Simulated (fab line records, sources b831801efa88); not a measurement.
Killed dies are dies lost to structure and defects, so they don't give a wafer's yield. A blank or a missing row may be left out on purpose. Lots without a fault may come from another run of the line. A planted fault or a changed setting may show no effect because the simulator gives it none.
One fault seen from 2 desks | flow sky130 | each desk has only its own numbers; what lay behind them comes last

THE TOOL OWNER'S DESK: implanter-04
The tool's own readings at SKY_LDD_N_IMPLANT_12: means of the sampled wafers that have a number, for each lot that ran on this tool. A lot is out of limits, marked OUT, if its mean lies more than 4 standard deviations from the usual mean; the brackets give that distance.
Columns: A = beam_energy_keV at SKY_LDD_N_IMPLANT_12, usual 49.997; B = tilt_deg at SKY_LDD_N_IMPLANT_12, usual 30.002 degrees
lot  | first seen here | A                        | B
L223 | day 20 13:30    | 49.991                   | 29.995
L228 | day 22 12:28    | 50.001                   | 29.988
L229 | day 22 15:05    | 50.009                   | 29.996
L230 | day 22 17:30    | 48.216 (-99 or more) OUT | 29.991
L231 | day 23 10:38    | 48.192 (-99 or more) OUT | 30.023
L240 | day 26 06:51    | 50.009                   | 29.997
This desk's finding: out of limits on L230, L231; first on L230, day 22 17:30 (beam_energy_keV at SKY_LDD_N_IMPLANT_12). In limits: L223, L228, L229, L240.

THE METROLOGY DESK
What the gauges read, lot by lot, whatever tool the lot ran on: means of the sampled wafers that have a number. A lot is out of limits, marked OUT, if its mean lies more than 4 standard deviations from the usual mean; the brackets give that distance.
Columns: A = FIELD_ISO_OXIDATION_01_THK at SKY_FIELD_ISO_THK_MEAS_23, usual 11.10 nm
lot  | first seen here | A
L219 | day 2 17:46     | 11.27
L218 | day 2 18:48     | 10.88
L222 | day 3 11:40     | 11.18
L223 | day 3 19:08     | 11.09
L227 | day 4 13:01     | 11.49
L228 | day 4 19:23     | 10.98
L229 | day 4 20:37     | 11.28
L230 | day 5 02:00     | 11.44
L231 | day 5 08:21     | 11.11
L233 | day 5 20:01     | 11.29
L234 | day 6 00:06     | 11.09
L238 | day 6 23:41     | 11.21
L240 | day 7 08:54     | 10.73
This desk's finding: nothing out of limits on any of the 13 lots.

PUT TOGETHER
The tool owner's desk could have raised an alarm at day 22 17:30, on L230, L231.
The metrology desk saw nothing out of limits.
The metrology desk has L230, L231 on record, within its limits.
Of the lots named, all ran SKY_LDD_N_IMPLANT_12 on implanter-04.

WHAT THE SIMULATOR HAD PUT IN
Process parameter drift: implanter-04, from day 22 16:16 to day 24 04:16, at SKY_LDD_N_IMPLANT_12. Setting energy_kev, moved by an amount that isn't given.
Lots struck among those shown: L230, L231.
Hours from the fault's start to each desk's first reading out of limits: the tool owner's desk, 1.
